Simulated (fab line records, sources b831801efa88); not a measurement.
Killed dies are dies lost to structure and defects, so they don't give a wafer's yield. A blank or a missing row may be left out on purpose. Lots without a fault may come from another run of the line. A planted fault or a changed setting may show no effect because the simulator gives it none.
Which tool did it? | flow gf180mcu | 12 lots, 35 wafers sampled, at 5 steps of a route of 602

WHAT THE GAUGES READ, wafer by wafer
GF_NWELL_TW_MEAS_11. Usual: NWELL_TW 1568, standard deviation 17.
lot  | measured    | on            | NWELL_TW       | flag
L116 | day 3 13:54 | film_metro-02 | 1580 1591 1585 |
L118 | day 3 23:38 | film_metro-01 | 1564 1561 1562 |
L120 | day 4 11:37 | film_metro-03 | 1545 1545 1550 |
L123 | day 5 02:29 | film_metro-02 | 1581 1580 1576 |
L124 | day 5 09:42 | film_metro-03 | 1555 1550 1557 |
L125 | day 5 15:46 | film_metro-03 | 1551 1551 1553 |
L130 | day 6 17:54 | film_metro-02 | 1595 1580 1585 |
L131 | day 6 23:13 | film_metro-02 | 1590 1585 1586 |
L133 | day 7 11:13 | film_metro-03 | 1567 1570 1556 |
L134 | day 7 16:28 | film_metro-02 | 1581 1574 1573 |
L135 | day 7 20:22 | film_metro-03 | 1563 1560      |
L136 | day 8 02:31 | film_metro-03 | 1560 1560 1555 |

GF_VT_IMPLANT_RS_MEAS_47: measures by four-point-probe. Usual: NWELL_RS 487.9 ohm/sq, standard deviation 1.3.
lot  | measured     | on            | NWELL_RS (ohm/sq) | flag
L116 | day 7 20:13  | film_metro-02 | 486.5 486.8 487.7 |
L118 | day 8 09:58  | film_metro-03 | 489.6 489.0 490.2 |
L120 | day 8 23:14  | film_metro-01 | 487.6 488.7 488.0 |
L123 | day 9 17:37  | film_metro-03 | 487.2 488.8 488.6 |
L124 | day 10 03:17 | film_metro-02 | 487.1 489.2 488.0 |
L125 | day 10 09:55 | film_metro-03 | 488.3 489.1 488.1 |
L130 | day 11 17:17 | film_metro-02 | 488.8 486.8 487.7 |
L131 | day 12 00:00 | film_metro-03 | 486.5 485.7 487.5 |
L133 | day 12 16:48 | film_metro-02 | 487.0 487.5 488.5 |
L134 | day 12 21:14 | film_metro-03 | 488.2 488.0 489.7 |
L135 | day 13 03:47 | film_metro-03 | 490.1 488.7       |
L136 | day 13 09:35 | film_metro-02 | 487.1 487.6 487.8 |

WHICH TOOL RAN EACH LOT (tool, then ch and the chambers of the sampled wafers, then the start)
lot  | GF_STI_ETCH_14                  | GF_STI_STRIP_15                     | GF_DNWELL_STRIP_08
L116 | rie_si-01 ch 0,1,3, day 2 07:07 | plasma_asher-01 ch 0,1, day 2 07:11 | plasma_asher-01 ch 0,1, day 3 00:28
L118 | rie_si-01 ch 0,1,2, day 2 17:01 | plasma_asher-04 ch 0,1, day 2 17:05 | plasma_asher-01 ch 0,1, day 3 10:14
L120 | rie_si-02 ch 1,3, day 3 03:49   | plasma_asher-04 ch 1, day 3 03:53   | plasma_asher-01 ch 1, day 3 21:01
L123 | rie_si-02 ch 0,3, day 3 18:16   | plasma_asher-03 ch 0,1, day 3 18:20 | plasma_asher-03 ch 0, day 4 11:58
L124 | rie_si-01 ch 1,2,3, day 4 00:19 | plasma_asher-04 ch 0,1, day 4 00:23 | plasma_asher-01 ch 0,1, day 4 19:37
L125 | rie_si-02 ch 0,1, day 4 04:37   | plasma_asher-01 ch 0,1, day 4 04:41 | plasma_asher-02 ch 0,1, day 5 01:10
L130 | rie_si-02 ch 0,3, day 5 06:34   | plasma_asher-01 ch 0,1, day 5 06:38 | plasma_asher-01 ch 0,1, day 6 02:07
L131 | rie_si-02 ch 0,1, day 5 11:58   | plasma_asher-04 ch 0,1, day 5 12:02 | plasma_asher-02 ch 0,1, day 6 07:25
L133 | rie_si-01 ch 0,3, day 5 22:37   | plasma_asher-04 ch 0,1, day 5 22:41 | plasma_asher-02 ch 0,1, day 6 19:04
L134 | rie_si-01 ch 0,2, day 6 03:28   | plasma_asher-03 ch 0,1, day 6 03:32 | plasma_asher-02 ch 0,1, day 6 23:34
L135 | rie_si-01 ch 0,3, day 6 08:40   | plasma_asher-03 ch 0,1, day 6 08:44 | plasma_asher-02 ch 0,1, day 7 03:49
L136 | rie_si-01 ch 0,1, day 6 13:49   | plasma_asher-01 ch 0,1, day 6 13:55 | plasma_asher-02 ch 0,1, day 7 10:13
- GF_STI_ETCH_14: etches Si in HBr/Cl2/O2, target depth 360 nm, time 102.9 s.
- GF_STI_STRIP_15: strips in O2/N2.
- GF_DNWELL_STRIP_08: strips in O2/N2.

WHAT THE TOOLS THEMSELVES READ (means of the sampled wafers that have a number; where no wafer has one, the mark that the record gives instead)
GF_STI_ETCH_14. Usual: bias_w 150.0 W, standard deviation 0.44; drypump_motor_current_A 5.8 A, standard deviation 0.48; oes_product_au 1.008 a.u., standard deviation 0.01; rf_fwd_power_W 596.2 W, standard deviation 2.2; throttle_valve_pct 25.651 %, standard deviation 0.011.
lot  | tool      | bias_w (W) | drypump_motor_current_A (A) | oes_product_au (a.u.) | rf_fwd_power_W (W) | throttle_valve_pct (%) | flag
L116 | rie_si-01 | 150.0      | 5.8                         | 1.002                 | 596.3              | 25.659                 |
L118 | rie_si-01 | 149.8      | 5.9                         | 1.016                 | 597.4              | 25.639                 |
L120 | rie_si-02 | 150.0      | 6.2                         | 0.993                 | 594.7              | 25.659                 |
L123 | rie_si-02 | 149.8      | 6.3                         | 1.011                 | 596.0              | 25.652                 |
L124 | rie_si-01 | 150.2      | 5.6                         | 1.005                 | 596.5              | 25.655                 |
L125 | rie_si-02 | 149.6      | 5.9                         | 1.002                 | 594.0              | 25.663                 |
L130 | rie_si-02 | 150.2      | 6.3                         | 1.042                 | 597.6              | 25.617                 | OFF
L131 | rie_si-02 | 149.8      | 5.8                         | 1.064                 | 598.1              | 25.616                 | OFF
L133 | rie_si-01 | 150.0      | 5.7                         | 1.009                 | 597.0              | 25.651                 |
L134 | rie_si-01 | 149.4      | 5.6                         | 1.021                 | 597.1              | 25.645                 |
L135 | rie_si-01 | 151.1      | 5.5                         | 0.999                 | 597.5              | 25.652                 |
L136 | rie_si-01 | 150.1      | 6.2                         | 1.013                 | 595.2              | 25.654                 |

GF_STI_STRIP_15. Usual: drypump_motor_current_A 5.7 A, standard deviation 0.45; heater_power_w 314 W, standard deviation 44; o2_flow_sccm 3001 sccm, standard deviation 9.4; oes_product_au 0.384 a.u., standard deviation 0.0044; strip_time_to_endpoint_s 3.73 s, standard deviation 0.052.
lot  | tool            | drypump_motor_current_A (A) | heater_power_w (W) | o2_flow_sccm (sccm) | oes_product_au (a.u.) | strip_time_to_endpoint_s (s) | flag
L116 | plasma_asher-01 | 6.3                         | 311                | 3008                | 0.381                 | 3.67                         |
L118 | plasma_asher-04 | 5.3                         | 303                | 2997                | 0.388                 | 3.77                         |
L120 | plasma_asher-04 | 5.2                         | 279                | 3007                | 0.384                 | 3.77                         |
L123 | plasma_asher-03 | 5.8                         | 368                | 3003                | 0.380                 | 3.70                         |
L124 | plasma_asher-04 | 5.3                         | 299                | 2998                | 0.382                 | 3.71                         |
L125 | plasma_asher-01 | 6.3                         | 308                | 2990                | 0.386                 | 3.74                         |
L130 | plasma_asher-01 | 6.3                         | 307                | 2994                | 0.383                 | 3.66                         |
L131 | plasma_asher-04 | 5.4                         | 317                | 2991                | 0.380                 | 3.60                         |
L133 | plasma_asher-04 | 5.3                         | 300                | 3004                | 0.387                 | 3.74                         |
L134 | plasma_asher-03 | 5.6                         | 314                | 2998                | 0.378                 | 3.68                         |
L135 | plasma_asher-03 | 5.7                         | 346                | 3010                | 0.386                 | 3.77                         |
L136 | plasma_asher-01 | 6.0                         | 309                | 3009                | 0.386                 | 3.68                         |

GF_DNWELL_STRIP_08. Usual: drypump_motor_current_A 6.0 A, standard deviation 0.37; heater_power_w 334 W, standard deviation 44; o2_flow_sccm 3000 sccm, standard deviation 9.6; oes_product_au 0.723 a.u., standard deviation 0.0042; strip_time_to_endpoint_s 36.97 s, standard deviation 0.12.
lot  | tool            | drypump_motor_current_A (A) | heater_power_w (W) | o2_flow_sccm (sccm) | oes_product_au (a.u.) | strip_time_to_endpoint_s (s) | flag
L116 | plasma_asher-01 | 6.3                         | 308                | 3002                | 0.720                 | 37.07                        |
L118 | plasma_asher-01 | 6.3                         | 306                | 2999                | 0.727                 | 37.04                        |
L120 | plasma_asher-01 | 6.6                         | 308                | 2996                | 0.726                 | 37.06                        |
L123 | plasma_asher-03 | 6.0                         | 429                | 2993                | 0.722                 | 37.05                        |
L124 | plasma_asher-01 | 6.1                         | 310                | 2997                | 0.723                 | 37.02                        |
L125 | plasma_asher-02 | 5.9                         | 353                | 3008                | 0.722                 | 37.13                        |
L130 | plasma_asher-01 | 6.1                         | 310                | 2998                | 0.724                 | 36.92                        |
L131 | plasma_asher-02 | 6.1                         | 358                | 2994                | 0.725                 | 37.00                        |
L133 | plasma_asher-02 | 5.9                         | 356                | 2990                | 0.726                 | 36.84                        |
L134 | plasma_asher-02 | 6.1                         | 356                | 3005                | 0.723                 | 36.88                        |
L135 | plasma_asher-02 | 6.0                         | 356                | 2990                | 0.722                 | 36.73                        |
L136 | plasma_asher-02 | 6.1                         | 357                | 2989                | 0.724                 | 36.83                        |

THE ANSWER, worked out from the rows above alone
Rule: a lot is off if the mean of its wafers that have a number lies more than 3 standard deviations from the usual mean. A lot without any number at a reading at which 4 lots or more have one is off too. The other lots that the step has rows for count as sound. The gauges are gone through in route order, then the tools' own readings, and for those a lot's mean is taken as printed above. The first step at which some lot is off is used, and at that step the reading that is off furthest; a lot without a number counts as furthest.
Off: L130, L131, at GF_STI_ETCH_14 (oes_product_au).
A tool fits if, at that step or a process step before it, it ran every lot that is off, and no sound lot after the first of them. One fits: rie_si-02 at GF_STI_ETCH_14. Its last sound lot is L125 (day 4 04:37), its first lot that is off L130 (day 5 06:34): a fault that began between those two fits.
The tool's own readings at GF_STI_ETCH_14 bear it out: on the lots that are off they differ by more than 5 times the standard deviation of the sound lots' means. oes_product_au reads 1.053 a.u. there against 1.007 a.u. on the sound lots; throttle_valve_pct reads 25.617 % there against 25.653 % on the sound lots.

WHAT THE SIMULATOR HAD PUT IN
Process parameter drift: rie_si-02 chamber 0, from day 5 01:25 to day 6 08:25, at GF_STI_ETCH_14. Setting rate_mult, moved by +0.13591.
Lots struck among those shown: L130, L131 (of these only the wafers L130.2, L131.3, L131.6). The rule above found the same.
